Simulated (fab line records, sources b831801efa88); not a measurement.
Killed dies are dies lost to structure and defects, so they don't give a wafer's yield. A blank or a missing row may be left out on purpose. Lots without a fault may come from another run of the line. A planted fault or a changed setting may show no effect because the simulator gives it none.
Chamber matching | flow gf180mcu | GF_MIM_CVD_05 on pecvd-04: 3 sister chambers
The step deposits Si3N4, target thk 42 nm, time 29.086 s. 6 wafers are shown with their chamber, then 9 later ones without.

WAFERS WITH THEIR CHAMBER
wafer  | chamber | heater_power_w (W)
L082.4 | 1       | 798
L083.3 | 2       | 687
L085.1 | 2       | 672
L086.2 | 0       | 733
L086.4 | 0       | 746
L086.5 | 1       | 795

WAFERS WITHOUT THEIR CHAMBER
wafer  | heater_power_w (W)
L087.1 | 840
L087.2 | 757
L087.6 | 745
L094.1 | 696
L094.3 | 804
L094.4 | 788
L096.1 | 774
L096.3 | 738
L096.4 | 752

WHICH CHAMBER EACH WENT THROUGH
wafer  | from the rows above     | in truth
L087.1 | 1                       | 1
L087.2 | 0                       | 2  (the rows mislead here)
L087.6 | 0                       | 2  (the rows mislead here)
L094.1 | 2                       | 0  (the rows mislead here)
L094.3 | 1                       | 1
L094.4 | 1                       | 1
L096.1 | can't be placed: 1 or 0 | 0
L096.3 | 0                       | 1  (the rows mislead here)
L096.4 | 0                       | 0
Placed correctly: 4 of 9. Can't be placed from these rows: 1 (the true chamber is among the candidates in 1). Placed wrongly: 4.
How it was worked out, from the rows above alone: a wafer's distance from a chamber is the root of the sum, over the readings, of the square of ((its reading less the chamber's mean) divided by the reading's scatter). The wafer belongs to the nearest chamber; if the next one is less than 2 further off, it can't be placed. A chamber's mean is the mean of its shown wafers. The scatter: the root of (the sum of the squares of (reading less its chamber's mean) over the shown wafers, divided by (wafers less chambers)).
